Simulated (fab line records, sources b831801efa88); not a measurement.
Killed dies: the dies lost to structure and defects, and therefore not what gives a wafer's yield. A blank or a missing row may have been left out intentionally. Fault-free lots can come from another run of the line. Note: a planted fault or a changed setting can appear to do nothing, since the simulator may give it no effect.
fab line records	flow sky130
record lots=5	wafers=15	last_day=50
route steps=708 shown LDD_HVN@277 LDD_HVP@278 LDD_LDN@289
lots with no fault: from the same line, run without faults
start_h: start of the lot's first displayed wafer, in hours after the record's first day	wait_h: hours since the lot's step before	" repeats the value in the row above	L1.1+2: several wafers, shown together as one row	- value missing, or start not given	* or withheld: withheld	< > ~ a bound
route shown NAME@n: names a module that has steps shown in the file, with the first one's number in the route	usual: mean/standard deviation of fault-free wafers	same: alike in all rows	chamber/n: place in a boat	sites: per-site readings	_std_site: their standard deviation	_edge_site: inner sites' mean taken away from outer sites' mean	radius_mm: for every site, how far away it sits from the centre of the wafer	mask NAME#n: copy n	behind: the most recent tool/chamber to have shaped the wafer	hold: why the lot went on hold/how many hours it stayed there/how the hold came to an end	device: whichever transistor did not switch (one of n, p or np)	end of line: the route-end tests of the same wafers	step lacking rows: just its recipe	killed: dies that structure and defects cost at the first sort, which is not the same as the wafer's yield	map: a wafer's dies, x killed, . not, _ none there
set.NAME: the run value of the setting; set.NAME@STEP: its run value at that earlier step	model.NAME: the simulator's own value behind a step, which no gauge read
lots seen at some steps along the route; tables by step, rows by wafer
services: the hour from which a tool's chamber was out of use, counted from the record's first day as start_h (under 0 if before that day), plus the number of hours and why
## steps
# step SKY_LDD_HVN_TW_MEAS_10
# usual LDD_HVN_TW=1436/11
lot.wafer	tool	chamber	start_h	wait_h	LDD_HVN_TW
L076.2	film_metro-01	-	477.88	0.1	1438
L076.3	"	-	"	"	1447
L076.6	"	-	"	"	1440
L078.1	film_metro-03	-	497.32	0.1	1432
L078.3	"	-	"	"	1439
L078.5	"	-	"	"	1431
L087.1	film_metro-03	-	581.22	0.1	1425
L087.3	"	-	"	"	1414
L087.6	"	-	"	"	1424
L095.1	film_metro-04	-	641.41	0.1	1429
L095.2	"	-	"	"	1427
L095.3	"	-	"	"	1434
L096.2	film_metro-01	-	653.46	0.1	1457
L096.3	"	-	"	"	1452
L096.5	"	-	"	"	1452
# step SKY_LDD_HVP_DEHYDRATE_00
# recipe temp_c=200	time_s=60
lot.wafer	tool	chamber	start_h	wait_h
L076.2+3+6	litho_track-02	0	492.84	15.0
L078.1+3+5	litho_track-02	0	512.41	15.1
L087.1+3+6	litho_track-03	0	595.62	14.4
L095.1+2+3	litho_track-01	0	655.23	13.8
L096.2+3+5	litho_track-03	0	666.89	13.4
# step SKY_LDD_HVP_HMDS_01
# recipe prime_time_s=60	prime_temp_c=120
# usual prime_temp_c=120.01/0.13
lot.wafer	tool	chamber	start_h	wait_h	prime_temp_c
L076.2	litho_track-02	0	492.99	0.1	119.86
L076.3	"	0	"	"	120.10
L076.6	"	0	"	"	120.07
L078.1	litho_track-02	0	512.56	0.1	120.06
L078.3	"	0	"	"	120.28
L078.5	"	0	"	"	119.92
L087.1	litho_track-03	0	595.77	0.1	120.30
L087.3	"	0	"	"	120.11
L087.6	"	0	"	"	120.10
L095.1	litho_track-01	0	655.38	0.1	119.99
L095.2	"	0	"	"	119.88
L095.3	"	0	"	"	119.98
L096.2	litho_track-03	0	667.04	0.1	119.85
L096.3	"	0	"	"	120.04
L096.5	"	0	"	"	119.91
# step SKY_LDD_HVP_COAT_02
# recipe resist=NOVOLAK	spin_rpm=3000	resist_thk_nm=300
# usual spin_speed_rpm=3000.5/1.9
lot.wafer	tool	chamber	start_h	wait_h	spin_speed_rpm
L076.2	litho_track-02	0	493.14	0.1	2995.6
L076.3	"	0	"	"	3000.4
L076.6	"	0	"	"	3000.2
L078.1	litho_track-02	0	512.71	0.1	3001.3
L078.3	"	0	"	"	3001.7
L078.5	"	0	"	"	2998.3
L087.1	litho_track-03	0	595.92	0.1	2999.3
L087.3	"	0	"	"	2998.8
L087.6	"	0	"	"	2999.9
L095.1	litho_track-01	0	655.53	0.1	3000.7
L095.2	"	0	"	"	3001.4
L095.3	"	0	"	"	3001.3
L096.2	litho_track-03	0	667.19	0.1	3001.0
L096.3	"	0	"	"	2999.6
L096.5	"	0	"	"	3000.4
# step SKY_LDD_HVP_SOFTBAKE_03
# recipe temp_c=90	time_s=60	resist=NOVOLAK
lot.wafer	tool	chamber	start_h	wait_h
L076.2+3+6	litho_track-02	0	493.29	0.1
L078.1+3+5	litho_track-02	0	512.86	0.1
L087.1+3+6	litho_track-03	0	596.07	0.1
L095.1+2+3	litho_track-01	0	655.68	0.1
L096.2+3+5	litho_track-03	0	667.34	0.1
# step SKY_LDD_HVP_EXPOSE_04
# recipe mask_id=HVPTM	na=0.6	source_shape=conventional	sigma_outer=0.6	polarization=unpolarized	target_cd_nm=700	dose_mj=86
# same na=0.6
lot.wafer	tool	chamber	start_h	wait_h	mask
L076.2+3+6	iline_stepper-02	0	-	-	HVPTM#0
L078.1+3+5	iline_stepper-02	0	-	-	HVPTM#0
L087.1+3+6	iline_stepper-02	0	-	-	HVPTM#0
L095.1+2+3	iline_stepper-02	0	-	-	HVPTM#0
L096.2+3+5	iline_stepper-01	0	-	-	HVPTM#0
# step SKY_LDD_HVP_PEB_05
# recipe temp_c=withheld	time_s=*	resist=NOVOLAK
lot.wafer	tool	chamber	start_h	wait_h
L076.2+3+6	litho_track-03	0	-	-
L078.1+3+5	litho_track-01	0	-	-
L087.1+3+6	litho_track-03	0	-	-
L095.1+2+3	litho_track-03	0	-	-
L096.2+3+5	litho_track-01	0	-	-
# step SKY_LDD_HVP_DEVELOP_06
# recipe resist=NOVOLAK	developer=TMAH	develop_time_s=60	dev_temp_c=23
lot.wafer	tool	chamber	start_h	wait_h
L076.2+3+6	litho_track-03	0	507.69	0.1
L078.1+3+5	litho_track-01	0	527.73	0.1
L087.1+3+6	litho_track-03	0	610.07	0.1
L095.1+2+3	litho_track-03	0	669.47	0.1
L096.2+3+5	litho_track-01	0	681.76	0.1
# step SKY_LDD_HVP_OVL_MEAS_07
# usual LDD_HVP_OVL=1.2/1.2
lot.wafer	tool	chamber	start_h	wait_h	LDD_HVP_OVL[nm]
L076.2	overlay-01	-	507.83	0.1	0.3
L076.3	"	-	"	"	1.9
L076.6	"	-	"	"	0.7
L078.1	overlay-02	-	527.88	0.1	1.3
L078.3	"	-	"	"	0.2
L078.5	"	-	"	"	0.9
L087.1	overlay-01	-	610.22	0.1	0.2
L087.3	"	-	"	"	1.5
L087.6	"	-	"	"	2.3
L095.1	overlay-01	-	669.62	0.1	1.2
L095.2	"	-	"	"	-0.4
L095.3	"	-	"	"	-0.1
L096.2	overlay-01	-	681.89	0.1	1.7
L096.3	"	-	"	"	1.1
L096.5	"	-	"	"	1.8
# step SKY_LDD_HVP_IMPLANT_08
# recipe species=B	energy_kev=20	dose_cm2=1.7e+13	tilt_deg=17.9
# usual faraday_current_uA=95.7/1.9
lot.wafer	tool	chamber	start_h	wait_h	faraday_current_uA
L076.2	implanter-04	0	507.88	0.0	98.1
L076.3	"	0	"	"	94.8
L076.6	"	0	"	"	94.8
L078.1	implanter-02	0	527.92	0.0	95.3
L078.3	"	0	"	"	98.5
L078.5	"	0	"	"	95.3
L087.1	implanter-04	0	610.25	0.0	93.9
L087.3	"	0	"	"	98.5
L087.6	"	0	"	"	100.4
L095.1	implanter-04	0	669.65	0.0	94.0
L095.2	"	0	"	"	97.3
L095.3	"	0	"	"	97.6
L096.2	implanter-04	0	681.94	0.0	95.2
L096.3	"	0	"	"	97.4
L096.5	"	0	"	"	94.2
# step SKY_LDD_HVP_STRIP_09
# recipe chemistry=O2/N2	power_w=1400	pressure_mtorr=1500	platen_temp_c=withheld	o2_flow_sccm=3000	n2_flow_sccm=300	overash_fraction=0.5
# usual drypump_motor_current_A=5.4/0.4	oes_product_au=0.408/0.0041	strip_time_to_endpoint_s=4.133/0.015
lot.wafer	tool	chamber	start_h	wait_h	drypump_motor_current_A	oes_product_au	rf_hours_counter_h	strip_time_to_endpoint_s
L076.2	plasma_asher-02	1	508.01	0.1	4.7	0.409	60	4.118
L076.3	"	1	"	"	4.7	0.415	-	4.113
L076.6	"	0	"	"	5.8	0.413	-	4.131
L078.1	plasma_asher-04	1	528.07	0.1	5.4	0.408	44	4.136
L078.3	"	1	"	"	5.4	0.406	-	4.141
L078.5	"	0	"	"	5.8	0.409	-	4.126
L087.1	plasma_asher-02	1	610.40	0.1	4.7	0.411	71	4.134
L087.3	"	0	"	"	5.8	0.411	-	4.138
L087.6	"	0	"	"	5.8	0.405	-	4.153
L095.1	plasma_asher-03	0	669.80	0.1	5.6	0.413	22	4.125
L095.2	"	1	"	"	5.6	0.413	22	4.087
L095.3	"	1	"	"	5.6	0.409	-	4.104
L096.2	plasma_asher-03	0	682.07	0.1	5.6	0.407	23	4.111
L096.3	"	1	"	"	5.6	0.413	-	4.128
L096.5	"	1	"	"	5.6	0.401	-	4.145
# step SKY_LDD_HVP_TW_MEAS_10
# usual LDD_HVP_TW=455/4.4
lot.wafer	tool	chamber	start_h	wait_h	LDD_HVP_TW
L076.2	film_metro-02	-	508.12	0.1	452
L076.3	"	-	"	"	451
L076.6	"	-	"	"	451
L078.1	film_metro-02	-	528.17	0.1	446
L078.3	"	-	"	"	449
L078.5	"	-	"	"	447
L087.1	film_metro-04	-	610.50	0.1	455
L087.3	"	-	"	"	451
L087.6	"	-	"	"	454
L095.1	film_metro-01	-	669.90	0.1	461
L095.2	"	-	"	"	461
L095.3	"	-	"	"	462
L096.2	film_metro-04	-	682.18	0.1	450
L096.3	"	-	"	"	451
L096.5	"	-	"	"	451
# step SKY_LDD_LDN_DEHYDRATE_00
# recipe temp_c=200	time_s=60
lot.wafer	tool	chamber	start_h	wait_h
L076.2+3+6	litho_track-03	0	522.54	14.4
L078.1+3+5	litho_track-03	0	543.52	15.3
L087.1+3+6	litho_track-03	0	624.62	14.1
L095.1+2+3	litho_track-04	0	684.05	14.1
L096.2+3+5	litho_track-04	0	695.43	13.2
## services
tool	chamber	start_h	hours	kind
implanter-02	-	477.07	6.6	pm
iline_stepper-01	-	487.46	15.5	repair
implanter-02	-	496.51	10.0	pm
iline_stepper-02	-	503.54	5.8	repair
implanter-02	-	507.72	1.8	repair
implanter-02	-	510.98	8.2	repair
iline_stepper-01	-	519.28	1.7	pm
litho_track-03	-	519.31	-	consumable_replace:filter
plasma_asher-03	-	540.34	4.3	pm
iline_stepper-02	-	542.85	2.1	pm
iline_stepper-02	-	544.94	-	consumable_replace:lamp
implanter-02	-	550.54	0.5	repair
implanter-04	-	552.11	1.3	repair
iline_stepper-02	-	564.95	1.7	pm
plasma_asher-04	-	597.73	10.6	repair
iline_stepper-02	0	601.51	-	calibration
plasma_asher-03	-	618.50	5.6	repair
iline_stepper-01	-	633.09	0.8	repair
implanter-04	-	636.91	2.9	repair
plasma_asher-03	-	638.39	21.8	repair
implanter-02	-	647.10	3.8	pm
iline_stepper-01	-	650.54	5.6	repair
plasma_asher-04	-	679.46	2.8	pm
plasma_asher-04	-	692.07	13.4	repair
## key
fault none
